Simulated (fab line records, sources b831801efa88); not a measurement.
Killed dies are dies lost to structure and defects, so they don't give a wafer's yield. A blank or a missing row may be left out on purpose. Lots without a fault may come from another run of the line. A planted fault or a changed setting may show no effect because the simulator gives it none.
One fault seen from 2 desks | flow sky130 | each desk has only its own numbers; what lay behind them comes last

THE METROLOGY DESK
What the gauges read, lot by lot, whatever tool the lot ran on: means of the sampled wafers that have a number. A lot is out of limits, marked OUT, if its mean lies more than 4 standard deviations from the usual mean; the brackets give that distance.
Columns: A = LDD_HVN_OVL at SKY_LDD_HVN_OVL_MEAS_07, usual 0.3 nm; B = LI_CONTACT_OVL at SKY_LI_CONTACT_OVL_MEAS_13, usual -4 nm
lot  | first seen here | A    | B
L595 | day 20 07:36    | -0.8 | 0
L596 | day 21 03:27    | -0.5 | -8
L603 | day 23 07:12    | 0.3  | -5
L604 | day 23 18:59    | 0.4  | -2
L605 | day 24 00:19    | 0.1  | -8
L609 | day 25 20:52    | 1.0  | 4
L611 | day 26 12:09    | -0.9 | -3
L612 | day 26 14:46    | -0.1 | -6
L613 | day 26 21:29    | -0.1 | -8
L614 | day 27 09:28    | 0.4  | -13
L615 | day 27 15:40    | 0.3  | -5
L616 | day 27 22:34    | 0.0  | -7
L617 | day 28 02:20    | 0.3  | -2
L618 | day 28 09:40    | 0.5  | 1
This desk's finding: nothing out of limits on any of the 14 lots.

THE TOOL OWNER'S DESK: litho_track-02
The tool's own readings at SKY_LDD_HVN_COAT_02 (resist thk 300 nm): means of the sampled wafers that have a number, for each lot that ran on this tool. A lot is out of limits, marked OUT, if its mean lies more than 4 standard deviations from the usual mean; the brackets give that distance.
Columns: A = spin_speed_rpm at SKY_LDD_HVN_COAT_02, usual 3000.1 rpm
lot  | first seen here | A
L596 | day 20 12:19    | 2999.0
L604 | day 23 04:04    | 3062.0 (+28) OUT
L605 | day 23 09:53    | 3062.2 (+28) OUT
L612 | day 26 00:23    | 2999.9
L613 | day 26 07:07    | 3000.5
L618 | day 27 19:34    | 3000.6
This desk's finding: out of limits on L604, L605; first on L604, day 23 04:04 (spin_speed_rpm at SKY_LDD_HVN_COAT_02). In limits: L596, L612, L613, L618.

PUT TOGETHER
The tool owner's desk could have raised an alarm at day 23 04:04, on L604, L605.
The metrology desk saw nothing out of limits.
The metrology desk has L604, L605 on record, within its limits.
Of the lots named, all ran SKY_LDD_HVN_COAT_02 on litho_track-02.

WHAT THE SIMULATOR HAD PUT IN
Process parameter drift: litho_track-02, from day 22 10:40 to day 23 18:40, at SKY_LDD_HVN_COAT_02. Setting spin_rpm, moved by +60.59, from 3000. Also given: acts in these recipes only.
Lots struck among those shown: L604, L605.
Hours from the fault's start to each desk's first reading out of limits: the tool owner's desk, 17.
